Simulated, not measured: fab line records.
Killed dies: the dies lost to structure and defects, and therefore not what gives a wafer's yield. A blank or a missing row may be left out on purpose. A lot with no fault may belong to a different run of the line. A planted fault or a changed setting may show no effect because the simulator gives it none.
fab line records -- flow sky130
record lots=6, wafers=18, last_day=50
route steps=708 shown RES_XHIGH@335 SD_N@342
lots untouched by any fault: they come from a run of this same line in which no faults occurred
start_h: the number of hours between the record's first day and the start of the first shown wafer of the lot -- wait_h: hours from the lot's prior step to this one -- " unchanged from the row above -- L1.1+2: several wafers, shown together as one row -- - no value, or no start was given -- * or withheld: withheld -- < > ~ a bound
route shown NAME@n: names a module that has steps shown in the file, with the first one's number in the route -- usual: average and standard deviation across the fault-free wafers -- same: alike in all rows -- chamber/n: place in a boat -- sites: each site's reading -- _std_site: their standard deviation -- _edge_site: mean of outer sites minus mean of inner sites -- radius_mm: for every site, how far away it sits from the centre of the wafer -- mask NAME#n: copy n -- behind: the most recent tool/chamber to have shaped the wafer -- hold: the reason the lot was held/the length of the hold in hours/how it ended -- device: the n, p or np transistor that did not switch -- end of line: the same wafers' tests at the end of the route -- a step given without rows: its recipe and nothing more -- killed: at the first sort, the dies lost to defects and structure; wafer yield is something else -- map: a wafer's dies, x killed, . not, _ none there
set.NAME: the setting as run; set.NAME@STEP: as run at that earlier step -- model.NAME: the simulator's own value behind a step, which no gauge read
a table for each step, a row for each wafer; lots at some steps of the route
services: the hour from which a tool's chamber was out of use, counted from the record's first day as start_h (under 0 if before that day), plus the number of hours and why
## steps
# step SKY_RES_XHIGH_SOFTBAKE_03
# recipe temp_c=90, time_s=60, resist=NOVOLAK
# step SKY_RES_XHIGH_EXPOSE_04
# recipe mask_id=URPM, na=0.6, source_shape=conventional, sigma_outer=0.6, polarization=unpolarized, target_cd_nm=1270, dose_mj=140
# step SKY_RES_XHIGH_PEB_05
# recipe temp_c=withheld, time_s=*, resist=NOVOLAK
# step SKY_RES_XHIGH_DEVELOP_06
# recipe resist=NOVOLAK, developer=TMAH, develop_time_s=60, dev_temp_c=23
# step SKY_RES_XHIGH_IMPLANT_07
# recipe species=BF2, energy_kev=20, dose_cm2=3.6e+14, tilt_deg=0
# step SKY_RES_XHIGH_STRIP_08
# recipe chemistry=O2/N2, power_w=1400, pressure_mtorr=1500, platen_temp_c=withheld, o2_flow_sccm=3000, n2_flow_sccm=300, overash_fraction=0.5
# usual drypump_motor_current_A=6.14/0.19, n2_flow_sccm=299.8/0.89, oes_product_au=0.711/0.0048, strip_time_to_endpoint_s=14.28/0.048
lot.wafer,tool,chamber,start_h,wait_h,drypump_motor_current_A,n2_flow_sccm,oes_product_au,rf_hours_counter_h,strip_time_to_endpoint_s
L264.1,plasma_asher-02,1,670.45,0.1,6.14,299.9,0.710,51,14.26
L264.2,plasma_asher-02,0,670.45,0.1,5.97,300.2,0.719,51,14.26
L264.6,plasma_asher-02,0,670.45,0.1,5.96,300.2,0.712,-,14.30
L274.2,plasma_asher-03,1,751.57,0.1,6.10,300.7,0.721,92,14.27
L274.4,plasma_asher-03,0,751.57,0.1,6.45,299.9,0.703,-,14.25
L274.5,plasma_asher-03,0,751.57,0.1,6.45,299.0,0.716,-,14.21
L277.1,plasma_asher-04,0,766.97,0.1,5.87,302.4,0.714,33,14.29
L277.3,plasma_asher-04,1,766.97,0.1,6.33,300.8,0.715,-,14.32
L277.6,plasma_asher-04,1,766.97,0.1,6.32,299.9,0.705,-,14.29
L276.1,plasma_asher-02,1,767.27,0.1,6.15,299.9,0.717,61,14.29
L276.5,plasma_asher-02,0,767.27,0.1,5.99,300.1,0.712,-,14.25
L276.6,plasma_asher-02,1,767.27,0.1,6.14,300.3,0.707,-,14.29
L279.2,plasma_asher-03,1,786.50,0.1,6.09,300.3,0.713,95,14.31
L279.3,plasma_asher-03,0,786.50,0.1,6.45,300.0,0.710,-,14.31
L279.4,plasma_asher-03,1,786.50,0.1,6.09,299.1,0.709,-,14.29
L281.1,plasma_asher-04,1,798.47,0.1,6.32,299.8,0.715,36,14.25
L281.2,plasma_asher-04,0,798.47,0.1,5.92,299.6,0.704,36,14.28
L281.6,plasma_asher-04,1,798.47,0.1,6.32,300.1,0.710,-,14.23
# step SKY_RES_XHIGH_TW_MEAS_09
# usual RES_XHIGH_TW=1634/15
lot.wafer,tool,chamber,start_h,wait_h,RES_XHIGH_TW
L264.1,film_metro-01,-,670.55,0.1,1618
L264.2,film_metro-01,-,670.55,0.1,1618
L264.6,film_metro-01,-,670.55,0.1,1616
L274.2,film_metro-01,-,751.68,0.1,1622
L274.4,film_metro-01,-,751.68,0.1,1624
L274.5,film_metro-01,-,751.68,0.1,1622
L277.1,film_metro-03,-,767.07,0.1,1643
L277.3,film_metro-03,-,767.07,0.1,1654
L277.6,film_metro-03,-,767.07,0.1,1651
L276.1,film_metro-02,-,767.37,0.1,1644
L276.5,film_metro-02,-,767.37,0.1,1644
L276.6,film_metro-02,-,767.37,0.1,1647
L279.2,film_metro-02,-,786.61,0.1,1636
L279.3,film_metro-02,-,786.61,0.1,1637
L279.4,film_metro-02,-,786.61,0.1,1639
L281.1,film_metro-01,-,798.57,0.1,1610
L281.2,film_metro-01,-,798.57,0.1,1607
L281.6,film_metro-01,-,798.57,0.1,1612
# step SKY_SD_N_DEHYDRATE_00
# recipe temp_c=200, time_s=60
# step SKY_SD_N_HMDS_01
# recipe prime_time_s=60, prime_temp_c=120
# step SKY_SD_N_COAT_02
# recipe resist=NOVOLAK, spin_rpm=3000, resist_thk_nm=1140
# step SKY_SD_N_SOFTBAKE_03
# recipe temp_c=90, time_s=60, resist=NOVOLAK
# step SKY_SD_N_EXPOSE_04
# recipe mask_id=NSDM, na=0.6, source_shape=conventional, sigma_outer=0.6, polarization=unpolarized, target_cd_nm=380, dose_mj=141
# step SKY_SD_N_PEB_05
# recipe temp_c=withheld, time_s=*, resist=NOVOLAK
# usual chill_plate_temp_C=*, exhaust_pa=44.8/0.87, resist_line_temp_C=*
lot.wafer,tool,chamber,start_h,wait_h,chill_plate_temp_C,exhaust_pa,resist_line_temp_C
L264.1,litho_track-01,0,698.43,-,*,44.5,*
L264.2,litho_track-01,0,698.43,-,*,43.5,*
L264.6,litho_track-01,0,698.43,-,*,45.5,*
L274.2,litho_track-02,0,777.62,-,*,44.5,*
L274.4,litho_track-02,0,777.62,-,*,45.2,*
L274.5,litho_track-02,0,777.62,-,*,44.4,*
L277.1,litho_track-01,-,793.98,-,-,-,-
L277.3,litho_track-01,-,793.98,-,-,-,-
L277.6,litho_track-01,-,793.98,-,-,-,-
L276.1,litho_track-04,-,795.00,-,-,-,-
L276.5,litho_track-04,-,795.00,-,-,-,-
L276.6,litho_track-04,-,795.00,-,-,-,-
L279.2,litho_track-02,0,812.47,-,*,44.5,*
L279.3,litho_track-02,0,812.47,-,*,44.3,*
L279.4,litho_track-02,0,812.47,-,*,44.5,*
L281.1,litho_track-04,0,824.30,-,*,44.0,*
L281.2,litho_track-04,0,824.30,-,*,44.9,*
L281.6,litho_track-04,0,824.30,-,*,43.9,*
# step SKY_SD_N_DEVELOP_06
# recipe resist=NOVOLAK, developer=TMAH, develop_time_s=60, dev_temp_c=23
## services
tool,chamber,start_h,hours,kind
plasma_asher-03,-,653.01,2.8,pm
plasma_asher-04,-,677.87,2.8,pm
litho_track-04,-,694.43,-,consumable_replace:filter
plasma_asher-03,-,788.57,1.2,repair
plasma_asher-03,-,805.26,26.3,pm
## key
first_sign step=SKY_SD_N_PEB_05, reading=tool_record, direction=missing
effect none on later readings
met_at SKY_SD_N_PEB_05
struck_wafers L276.1,L276.5,L276.6,L277.1,L277.3,L277.6
sort_left_out L276.1,L276.5,L276.6,L277.1,L277.3,L277.6
tester_left_out L276,L277
onset_between 698.43 793.98
fault kind=skipped_step_whole, tool=litho_track-01,litho_track-04, chamber=-, onset_h=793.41, steps=SKY_SD_N_PEB_05, scope=struck_lots_only
# tester_left_out: of these lots the tester's yield and bins aren't shown, on N5 and GAA mostly nor the transistor test; their killed dies are dies lost to structure and defects alone, not to doping, threshold or leakage, so they don't give the yield
# sort_left_out: the simulated sort isn't trusted on such a fault, so these wafers' sort isn't shown, and their yield isn't known
